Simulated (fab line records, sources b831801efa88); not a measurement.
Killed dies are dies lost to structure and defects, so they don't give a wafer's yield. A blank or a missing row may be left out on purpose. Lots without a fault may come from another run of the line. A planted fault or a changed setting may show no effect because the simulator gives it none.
fab line records | flow sky130
record lots=24 wafers=72 last_day=50
route steps=708 shown LI_CONTACT@365 CONTACT@421 METAL3@569 VIA4@657 PASSIVATION@693 PAD_OPEN@707
lots that met no fault: from a run of the same line without faults
start_h: hours from the record's first day to the start of the lot's first wafer shown | wait_h: hours since the lot's step before | " the same as in the row above | L1.1+2: a row that stands for several wafers | - no value, or no start given | * or withheld: withheld | < > ~ a bound
route shown NAME@n: a module of which the file shows steps, and the number in the route of the first | usual: mean/standard deviation of fault-free wafers | same: alike in all rows | chamber/n: place in a boat | sites: the reading at each site | _std_site: their standard deviation | _edge_site: outer sites' mean less inner sites' | radius_mm: how far each site lies from the wafer's centre | mask NAME#n: copy n | behind: the tool/chamber that last shaped the wafer | hold: why the lot was held/for how many hours/how that ended | device: the transistor (n, p or np) that didn't switch | end of line: the same wafers' tests at the end of the route | a step without rows: its recipe alone | killed: dies lost to structure and defects at the first sort, not the wafer's yield | map: a wafer's dies, x killed, . not, _ none there
set.NAME: the setting as run; set.NAME@STEP: as run at that earlier step | model.NAME: the simulator's own value behind a step, which no gauge read
steps of the route over a sample of lots; a table a step, a row a wafer
services: from which hour (start_h, from the record's first day; less than 0 if before it) a tool's chamber was out of use, for how many hours, and why
## steps
# step SKY_LI_CONTACT_BOW_MEAS_03
# recipe mode=bow
# usual LI_CONTACT_BOW=55/6.8
# columns lot.wafer tool chamber start_h wait_h LI_CONTACT_BOW[um]
L074.1 film_metro-02 - 646.05 0.2 48
L074.3 " - " " 49
L074.6 " - " " 56
L075.1 film_metro-02 - 649.26 0.1 53
L075.3 " - " " 57
L075.6 " - " " 48
L076.1 film_metro-04 - 667.01 0.1 50
L076.3 " - " " 55
L076.4 " - " " 61
L077.1 film_metro-01 - 680.55 0.2 53
L077.2 " - " " 59
L077.5 " - " " 64
L078.1 film_metro-04 - 682.91 0.1 51
L078.3 " - " " 43
L078.6 " - " " 68
L079.3 film_metro-01 - 696.44 0.2 53
L079.4 " - " " 56
L079.5 " - " " 56
L080.2 film_metro-04 - 704.32 0.2 43
L080.3 " - " " 57
L080.4 " - " " 48
L081.1 film_metro-01 - 720.90 0.1 48
L081.2 " - " " 55
L081.6 " - " " 64
L082.1 film_metro-01 - 721.16 0.1 58
L082.2 " - " " 68
L082.3 " - " " 50
L083.3 film_metro-04 - 728.47 0.1 64
L083.4 " - " " 54
L083.5 " - " " 58
L084.4 film_metro-02 - 736.06 0.3 47
L084.5 " - " " 61
L084.6 " - " " 58
L085.1 film_metro-04 - 748.30 0.1 58
L085.3 " - " " 52
L085.6 " - " " 67
L086.3 film_metro-04 - 761.85 0.1 56
L086.4 " - " " 62
L086.6 " - " " 62
L087.1 film_metro-02 - 762.41 0.2 48
L087.3 " - " " 46
L087.6 " - " " 58
L088.1 film_metro-01 - 778.37 0.2 61
L088.3 " - " " 57
L088.4 " - " " 42
L090.1 film_metro-02 - 782.46 0.1 60
L090.2 " - " " 60
L090.3 " - " " 58
L089.3 film_metro-02 - 783.62 0.2 60
L089.4 " - " " 61
L089.5 " - " " 52
L091.3 film_metro-04 - 786.97 0.3 57
L091.5 " - " " 54
L091.6 " - " " 63
L092.2 film_metro-04 - 796.85 0.2 53
L092.3 " - " " 59
L092.4 " - " " 46
L093.2 film_metro-02 - 801.78 0.2 49
L093.5 " - " " 55
L093.6 " - " " 55
L095.2 film_metro-04 - 813.29 0.2 47
L095.4 " - " " 66
L095.5 " - " " 55
L094.1 film_metro-02 - 821.08 0.1 54
L094.4 " - " " 66
L094.5 " - " " 53
L097.3 film_metro-04 - 827.29 0.2 51
L097.4 " - " " 67
L097.6 " - " " 48
L096.1 film_metro-01 - 828.15 0.2 56
L096.5 " - " " 53
L096.6 " - " " 54
# step SKY_CONTACT_OVL_MEAS_15
# usual CONTACT_OVL=-4/5.1
# columns lot.wafer tool chamber start_h wait_h CONTACT_OVL[nm]
L074.1 overlay-02 - 734.12 0.1 -1
L074.3 " - " " -8
L074.6 " - " " 1
L075.1 overlay-01 - 737.57 0.1 -2
L075.3 " - " " -2
L075.6 " - " " -4
L076.1 overlay-02 - 754.25 0.1 -7
L076.3 " - " " -1
L076.4 " - " " -2
L077.1 overlay-02 - 767.06 0.1 -8
L077.2 " - " " -4
L077.5 " - " " -7
L078.1 overlay-02 - 769.30 0.1 -12
L078.3 " - " " -3
L078.6 " - " " -3
L079.3 overlay-01 - 782.23 0.1 -3
L079.4 " - " " -10
L079.5 " - " " 1
L080.2 overlay-01 - 789.94 0.1 -2
L080.3 " - " " 2
L080.4 " - " " 4
L081.1 overlay-02 - 804.97 0.1 -9
L081.2 " - " " 1
L081.6 " - " " 5
L082.1 overlay-01 - 806.52 0.1 -8
L082.2 " - " " -6
L082.3 " - " " -12
L083.3 overlay-02 - 812.23 0.1 -5
L083.4 " - " " 1
L083.5 " - " " -8
L084.4 overlay-01 - 819.62 0.1 -3
L084.5 " - " " -3
L084.6 " - " " 3
L085.1 overlay-02 - 829.37 0.1 -6
L085.3 " - " " -3
L085.6 " - " " -4
L086.3 overlay-02 - 843.91 0.1 3
L086.4 " - " " -6
L086.6 " - " " -3
L087.1 overlay-01 - 844.57 0.1 -14
L087.3 " - " " -6
L087.6 " - " " -9
L088.1 overlay-01 - 859.20 0.1 0
L088.3 " - " " 0
L088.4 " - " " -13
L090.1 overlay-01 - 863.79 0.1 -5
L090.2 " - " " 1
L090.3 " - " " -8
L089.3 overlay-01 - 865.80 0.1 -2
L089.4 " - " " -5
L089.5 " - " " -3
L091.3 overlay-02 - 867.81 0.1 -13
L091.5 " - " " -16
L091.6 " - " " -2
L092.2 overlay-01 - 879.32 0.1 -3
L092.3 " - " " 6
L092.4 " - " " -11
L093.2 overlay-02 - 883.65 0.1 -7
L093.5 " - " " -11
L093.6 " - " " -5
L095.2 overlay-02 - 893.27 0.1 -5
L095.4 " - " " -3
L095.5 " - " " -9
L094.1 overlay-01 - 901.19 0.1 -6
L094.4 " - " " -2
L094.5 " - " " -8
L097.3 overlay-02 - 908.61 0.1 -3
L097.4 " - " " -7
L097.6 " - " " -4
L096.1 overlay-02 - 909.64 0.1 -8
L096.5 " - " " -7
L096.6 " - " " -6
# step SKY_METAL3_STRIP_19
# recipe chemistry=O2/N2 power_w=1400 pressure_mtorr=1500 platen_temp_c=withheld o2_flow_sccm=3000 n2_flow_sccm=300 overash_fraction=0.5
# usual drypump_motor_current_A=5.6/0.45 oes_product_au=0.501/0.0059 strip_time_to_endpoint_s=6.49/0.094
# same overash_fraction=0.5
# columns lot.wafer tool chamber start_h wait_h drypump_motor_current_A oes_product_au rf_hours_counter_h strip_time_to_endpoint_s
L074.1 plasma_asher-01 0 900.99 0.3 5.3 0.513 47 6.56
L074.3 " 0 " " 5.3 0.495 - 6.59
L074.6 " 1 " " 6.1 0.504 - 6.56
L075.1 plasma_asher-03 1 904.49 0.3 5.1 0.497 76 6.54
L075.3 " 1 " " 5.1 0.503 - 6.56
L075.6 " 1 " " 5.1 0.508 - 6.57
L076.1 plasma_asher-04 0 920.00 0.1 5.3 0.492 18 6.42
L076.3 " 0 " " 5.3 0.496 - 6.53
L076.4 " 1 " " 6.4 0.506 - 6.47
L077.1 plasma_asher-01 0 931.66 0.1 5.4 0.501 50 6.62
L077.2 " 1 " " 6.1 0.508 50 6.47
L077.5 " 1 " " 6.1 0.505 - 6.45
L078.1 plasma_asher-01 1 933.58 0.1 6.1 0.500 50 6.57
L078.3 " 0 " " 5.3 0.499 - 6.44
L078.6 " 0 " " 5.3 0.507 - 6.61
L079.3 plasma_asher-04 1 944.34 0.1 6.4 0.503 - 6.47
L079.4 " 0 " " 5.3 0.498 - 6.37
L079.5 " 1 " " 6.4 0.492 - 6.29
L080.2 plasma_asher-03 0 951.48 0.1 5.6 0.491 81 6.37
L080.3 " 0 " " 5.6 0.504 - 6.56
L080.4 " 1 " " 5.1 0.502 - 6.42
L081.1 plasma_asher-04 0 966.43 0.1 5.3 0.510 22 6.62
L081.2 " 1 " " 6.4 0.507 22 6.53
L081.6 " 1 " " 6.4 0.497 - 6.50
L082.1 plasma_asher-03 1 968.53 0.1 5.1 0.494 82 6.60
L082.2 " 0 " " 5.6 0.496 82 6.41
L082.3 " 0 " " 5.6 0.503 - 6.55
L083.3 plasma_asher-01 0 972.29 0.1 5.4 0.490 - 6.44
L083.4 " 1 " " 6.1 0.508 - 6.56
L083.5 " 1 " " 6.1 0.504 - 6.47
L084.4 plasma_asher-03 1 979.65 0.1 5.1 0.500 - 6.37
L084.5 " 1 " " 5.1 0.496 - 6.43
L084.6 " 0 " " 5.6 0.505 - 6.61
L085.1 plasma_asher-03 1 986.23 0.1 5.1 0.502 84 6.49
L085.3 " 0 " " 5.6 0.501 - 6.48
L085.6 " 0 " " 5.6 0.506 - 6.55
L086.3 plasma_asher-01 1 998.98 0.1 6.1 0.504 - 6.45
L086.4 " 0 " " 5.4 0.499 - 6.70
L086.6 " 1 " " 6.1 0.504 - 6.63
L087.1 plasma_asher-03 0 1000.06 0.3 5.6 0.512 85 6.58
L087.3 " 0 " " 5.6 0.511 - 6.59
L087.6 " 0 " " 5.6 0.504 - 6.61
L088.1 plasma_asher-04 1 1015.48 0.1 6.4 0.498 27 6.42
L088.3 " 0 " " 5.3 0.501 - 6.43
L088.4 " 1 " " 6.4 0.504 - 6.60
L090.1 plasma_asher-04 1 1019.62 0.1 6.4 0.500 28 6.37
L090.2 " 0 " " 5.3 0.500 28 6.55
L090.3 " 0 " " 5.3 0.494 - 6.44
L089.3 plasma_asher-01 0 1022.22 0.1 5.3 0.497 - 6.36
L089.4 " 1 " " 6.1 0.509 - 6.60
L089.5 " 1 " " 6.1 0.493 - 6.40
L091.3 plasma_asher-01 1 1024.32 0.1 6.1 0.512 - 6.53
L091.5 " 0 " " 5.3 0.494 - 6.39
L091.6 " 1 " " 6.1 0.501 - 6.55
L092.2 plasma_asher-03 1 1034.15 0.1 5.1 0.502 88 6.52
L092.3 " 0 " " 5.6 0.509 - 6.49
L092.4 " 1 " " 5.1 0.499 - 6.35
L093.2 plasma_asher-01 0 1035.28 0.1 5.4 0.512 60 6.55
L093.5 " 0 " " 5.4 0.494 - 6.40
L093.6 " 1 " " 6.1 0.504 - 6.55
L095.2 plasma_asher-03 0 1048.57 0.1 5.6 0.509 90 6.58
L095.4 " 0 " " 5.6 0.497 - 6.55
L095.5 " 0 " " 5.6 0.502 - 6.49
L094.1 plasma_asher-04 0 1052.34 0.3 5.3 0.496 32 6.41
L094.4 " 0 " " 5.3 0.487 - 6.40
L094.5 " 1 " " 6.4 0.494 - 6.43
L097.3 plasma_asher-03 1 1058.29 0.2 5.1 0.487 - 6.31
L097.4 " 0 " " 5.6 0.496 - 6.34
L097.6 " 1 " " 5.1 0.493 - 6.31
L096.1 plasma_asher-01 1 1059.66 0.3 6.1 0.497 61 6.41
L096.5 " 0 " " 5.4 0.504 - 6.38
L096.6 " 1 " " 6.1 0.493 - 6.40
# step SKY_VIA4_CVD_18
# recipe material=W target_thk_nm=505 time_s=152.14 temp_c=400 pressure_torr=40
# usual heater_power_w=871/58
# columns lot.wafer tool chamber start_h wait_h heater_power_w
L074.1 cvd_w-01 0 1003.54 0.0 856
L074.3 " 0 " " 848
L074.6 " 0 " " 866
L075.1 cvd_w-01 1 1006.08 0.0 796
L075.3 " 0 " " 828
L075.6 " 0 " " 853
L076.1 cvd_w-01 0 1021.67 0.0 833
L076.3 " 1 " " 821
L076.4 " 0 " " 843
L077.1 cvd_w-01 0 1031.29 0.0 845
L077.2 " 1 " " 824
L077.5 " 0 " " 856
L078.1 cvd_w-01 0 1034.91 0.0 880
L078.3 " 0 " " 873
L078.6 " 0 " " 875
L079.3 cvd_w-01 0 1043.73 0.1 866
L079.4 " 1 " " 804
L079.5 " 1 " " 806
L080.2 cvd_w-02 1 1050.21 0.0 937
L080.3 " 1 " " 944
L080.4 " 0 " " 942
L081.1 cvd_w-02 0 1063.62 0.0 916
L081.2 " 1 " " 972
L081.6 " 0 " " 909
L082.1 cvd_w-02 1 1064.62 0.0 929
L082.2 " 0 " " 919
L082.3 " 0 " " 935
L083.3 cvd_w-02 1 1070.11 0.1 973
L083.4 " 0 " " 919
L083.5 " 1 " " 942
L084.4 cvd_w-01 0 1075.36 0.1 843
L084.5 " 0 " " 870
L084.6 " 1 " " 798
L085.1 cvd_w-01 0 1080.01 0.0 835
L085.3 " 1 " " 783
L085.6 " 0 " " 877
L086.3 cvd_w-01 1 1092.41 0.1 797
L086.4 " 0 " " 844
L086.6 " 1 " " 822
L087.1 cvd_w-02 0 1093.00 0.0 915
L087.3 " 1 " " 982
L087.6 " 1 " " 963
L088.1 cvd_w-01 0 1106.46 0.0 867
L088.3 " 0 " " 860
L088.4 " 1 " " 815
L090.1 cvd_w-01 1 1109.44 0.0 804
L090.2 " 0 " " 870
L090.3 " 0 " " 842
L089.3 cvd_w-01 1 1112.10 0.1 803
L089.4 " 0 " " 875
L089.5 " 1 " " 812
L091.3 cvd_w-01 0 1115.60 0.1 874
L091.5 " 1 " " 807
L091.6 " 0 " " 863
L092.2 cvd_w-02 0 1122.31 0.0 962
L092.3 " 0 " " 927
L092.4 " 1 " " 962
L093.2 cvd_w-01 0 1124.81 0.0 863
L093.5 " 1 " " 816
L093.6 " 0 " " 861
L095.2 cvd_w-02 1 1135.46 0.0 991
L095.4 " 1 " " 945
L095.5 " 0 " " 939
L094.1 cvd_w-01 0 1140.09 0.0 874
L094.4 " 0 " " 833
L094.5 " 1 " " 802
L097.3 cvd_w-02 1 1144.83 0.1 955
L097.4 " 0 " " 944
L097.6 " 0 " " 916
L096.1 cvd_w-01 1 1146.46 0.0 819
L096.5 " 0 " " 850
L096.6 " 1 " " 823
# step SKY_PASSIVATION_STRIP_12
# recipe chemistry=O2/N2 power_w=1400 pressure_mtorr=1500 platen_temp_c=withheld overash_fraction=0.7 o2_flow_sccm=3000 n2_flow_sccm=300
# usual drypump_motor_current_A=5.8/0.5 oes_product_au=0.662/0.0049 strip_time_to_endpoint_s=31.56/0.13
# same overash_fraction=0.7
# columns lot.wafer tool chamber start_h wait_h drypump_motor_current_A oes_product_au rf_hours_counter_h strip_time_to_endpoint_s
L074.1 plasma_asher-02 0 1049.93 0.1 5.3 0.667 126 31.54
L074.3 " 0 " " 5.4 0.673 - 31.58
L074.6 " 0 " " 5.3 0.653 - 31.51
L075.1 plasma_asher-04 1 1052.98 0.1 6.4 0.667 32 31.33
L075.3 " 0 " " 5.3 0.654 - 31.34
L075.6 " 0 " " 5.3 0.669 - 31.42
L076.1 plasma_asher-02 1 1067.31 0.1 6.4 0.666 0 31.45
L076.3 " 0 " " 5.3 0.657 - 31.35
L076.4 " 1 " " 6.4 0.657 - 31.40
L077.1 plasma_asher-04 0 1076.63 0.1 5.3 0.660 34 31.50
L077.2 " 1 " " 6.4 0.661 34 31.61
L077.5 " 1 " " 6.4 0.671 - 31.24
L078.1 plasma_asher-04 1 1079.74 0.1 6.4 0.657 35 31.58
L078.3 " 0 " " 5.3 0.667 - 31.70
L078.6 " 1 " " 6.4 0.668 - 31.61
L079.3 plasma_asher-01 1 1088.79 0.1 6.1 0.659 - 31.58
L079.4 " 0 " " 5.3 0.664 - 31.61
L079.5 " 1 " " 6.1 0.658 - 31.46
L080.2 plasma_asher-04 0 1094.19 0.1 5.3 0.666 36 31.77
L080.3 " 0 " " 5.3 0.660 - 31.67
L080.4 " 1 " " 6.4 0.659 - 31.71
L081.1 plasma_asher-01 1 1106.69 0.1 6.1 0.660 65 31.62
L081.2 " 0 " " 5.3 0.660 65 31.50
L081.6 " 1 " " 6.1 0.665 - 31.50
L082.1 plasma_asher-04 0 1107.26 0.1 5.3 0.667 37 31.84
L082.2 " 1 " " 6.5 0.671 37 31.73
L082.3 " 0 " " 5.3 0.658 - 31.60
L083.3 plasma_asher-02 1 1113.31 0.1 6.3 0.661 - 31.54
L083.4 " 0 " " 5.3 0.670 - 31.66
L083.5 " 1 " " 6.4 0.667 - 31.79
L084.4 plasma_asher-02 1 1117.96 0.1 6.3 0.660 - 31.45
L084.5 " 1 " " 6.3 0.656 - 31.41
L084.6 " 0 " " 5.3 0.654 - 31.50
L085.1 plasma_asher-04 0 1121.31 0.1 5.3 0.657 39 31.44
L085.3 " 0 " " 5.3 0.663 - 31.57
L085.6 " 0 " " 5.3 0.665 - 31.56
L086.3 plasma_asher-01 1 1133.81 0.1 6.1 0.656 - 31.56
L086.4 " 0 " " 5.3 0.655 - 31.64
L086.6 " 1 " " 6.1 0.659 - 31.85
L087.1 plasma_asher-02 1 1134.86 0.1 6.3 0.651 7 31.65
L087.3 " 1 " " 6.3 0.665 - 31.42
L087.6 " 0 " " 5.3 0.671 - 31.47
L088.1 plasma_asher-02 0 1146.96 0.1 5.3 0.668 8 31.65
L088.3 " 0 " " 5.3 0.661 - 31.64
L088.4 " 1 " " 6.3 0.660 - 31.55
L090.1 plasma_asher-02 0 1149.08 0.1 5.3 0.658 8 31.87
L090.2 " 1 " " 6.3 0.656 8 31.66
L090.3 " 0 " " 5.3 0.661 - 31.90
L089.3 plasma_asher-04 1 1152.12 0.1 6.4 0.658 - 31.45
L089.4 " 0 " " 5.3 0.656 - 31.65
L089.5 " 1 " " 6.4 0.653 - 31.43
L091.3 plasma_asher-02 0 1155.02 0.1 5.3 0.669 - 31.36
L091.5 " 1 " " 6.3 0.660 - 31.49
L091.6 " 0 " " 5.3 0.658 - 31.49
L092.2 plasma_asher-04 0 1161.79 0.1 5.3 0.663 42 31.59
L092.3 " 0 " " 5.3 0.661 - 31.67
L092.4 " 1 " " 6.4 0.671 - 31.64
L093.2 plasma_asher-01 0 1163.41 0.1 5.3 0.663 70 31.73
L093.5 " 0 " " 5.3 0.659 - 31.56
L093.6 " 1 " " 6.1 0.666 - 31.55
L095.2 plasma_asher-02 0 1173.39 0.1 5.3 0.660 11 31.46
L095.4 " 1 " " 6.4 0.666 - 31.64
L095.5 " 0 " " 5.3 0.665 - 31.53
L094.1 plasma_asher-02 0 1176.39 0.1 5.4 0.664 11 31.59
L094.4 " 0 " " 5.4 0.660 - 31.55
L094.5 " 0 " " 5.4 0.664 - 31.66
L097.3 plasma_asher-02 1 1180.64 0.1 6.3 0.658 - 31.37
L097.4 " 0 " " 5.4 0.667 - 31.49
L097.6 " 1 " " 6.3 0.666 - 31.42
L096.1 plasma_asher-01 0 1184.09 0.1 5.3 0.659 72 31.64
L096.5 " 1 " " 6.1 0.669 - 31.59
L096.6 " 0 " " 5.3 0.662 - 31.60
# step SKY_PAD_OPEN_BOW_MEAS_13
# recipe mode=bow
# usual PAD_OPEN_BOW=46/8.6
# columns lot.wafer tool chamber start_h wait_h PAD_OPEN_BOW[um]
L074.1 film_metro-03 - 1073.14 - 46
L074.3 " - " " 46
L074.6 " - " " 52
L075.1 film_metro-03 - 1077.10 - 51
L075.3 " - " " 56
L075.6 " - " " 45
L076.1 film_metro-02 - 1090.50 - 48
L076.3 " - " " 53
L076.4 " - " " 59
L077.1 film_metro-01 - 1099.08 - 49
L077.2 " - " " 53
L077.5 " - " " 58
L078.1 film_metro-03 - 1102.28 - 34
L078.3 " - " " 27
L078.6 " - " " 51
L079.3 film_metro-03 - 1111.01 - 41
L079.4 " - " " 44
L079.5 " - " " 43
L080.2 film_metro-01 - 1116.75 - 37
L080.3 " - " " 50
L080.4 " - " " 39
L081.1 film_metro-01 - 1128.64 - 40
L081.2 " - " " 47
L081.6 " - " " 60
L082.1 film_metro-03 - 1129.16 - 56
L082.2 " - " " 67
L082.3 " - " " 50
L083.3 film_metro-01 - 1135.12 - 53
L083.4 " - " " 44
L083.5 " - " " 47
L084.4 film_metro-01 - 1139.85 - 45
L084.5 " - " " 59
L084.6 " - " " 57
L085.1 film_metro-02 - 1142.55 - 45
L085.3 " - " " 38
L085.6 " - " " 51
L086.3 film_metro-02 - 1154.21 - 31
L086.4 " - " " 40
L086.6 " - " " 39
L087.1 film_metro-03 - 1155.51 - 38
L087.3 " - " " 34
L087.6 " - " " 46
L088.1 film_metro-03 - 1167.26 - 48
L088.3 " - " " 44
L088.4 " - " " 31
L090.1 film_metro-03 - 1168.97 - 49
L090.2 " - " " 51
L090.3 " - " " 48
L089.3 film_metro-02 - 1171.58 - 40
L089.4 " - " " 42
L089.5 " - " " 32
L091.3 film_metro-01 - 1174.51 - 43
L091.5 " - " " 44
L091.6 " - " " 50
L092.2 film_metro-03 - 1180.39 - 46
L092.3 " - " " 54
L092.4 " - " " 38
L093.2 film_metro-01 - 1182.01 - 41
L093.5 " - " " 46
L093.6 " - " " 49
L095.2 film_metro-01 - 1191.85 - 42
L095.4 " - " " 60
L095.5 " - " " 50
L094.1 film_metro-03 - 1193.66 - 49
L094.4 " - " " 65
L094.5 " - " " 52
L097.3 film_metro-03 - 1198.86 - 35
L097.4 " - " " 48
L097.6 " - " " 32
L096.1 film_metro-03 - 1201.70 - 42
L096.5 " - " " 42
L096.6 " - " " 41
## services
# columns tool chamber start_h hours kind
plasma_asher-03 - 880.70 2.3 repair
cvd_w-01 - 904.00 14.0 pm
cvd_w-01 0 904.00 14.0 vent_cycle
cvd_w-01 1 904.00 14.0 vent_cycle
cvd_w-01 0 918.00 - clean
cvd_w-01 1 918.00 - clean
plasma_asher-01 - 938.11 1.0 repair
plasma_asher-03 - 956.70 2.8 pm
cvd_w-01 - 985.31 6.0 pm
plasma_asher-01 - 1000.97 6.9 repair
plasma_asher-01 - 1040.49 10.1 repair
plasma_asher-02 - 1055.25 9.0 pm
plasma_asher-02 0 1055.25 9.0 vent_cycle
plasma_asher-02 1 1055.25 9.0 vent_cycle
plasma_asher-02 0 1064.25 - clean
plasma_asher-02 1 1064.25 - clean
cvd_w-02 - 1083.39 5.6 repair
plasma_asher-01 - 1101.83 3.0 repair
plasma_asher-01 - 1113.24 2.8 pm
cvd_w-01 - 1149.06 1.8 repair
cvd_w-02 0 1164.19 12.4 repair
plasma_asher-03 - 1168.24 0.8 repair
cvd_w-02 0 1181.05 1.5 repair
cvd_w-01 - 1181.90 3.8 pm
## key
fault none
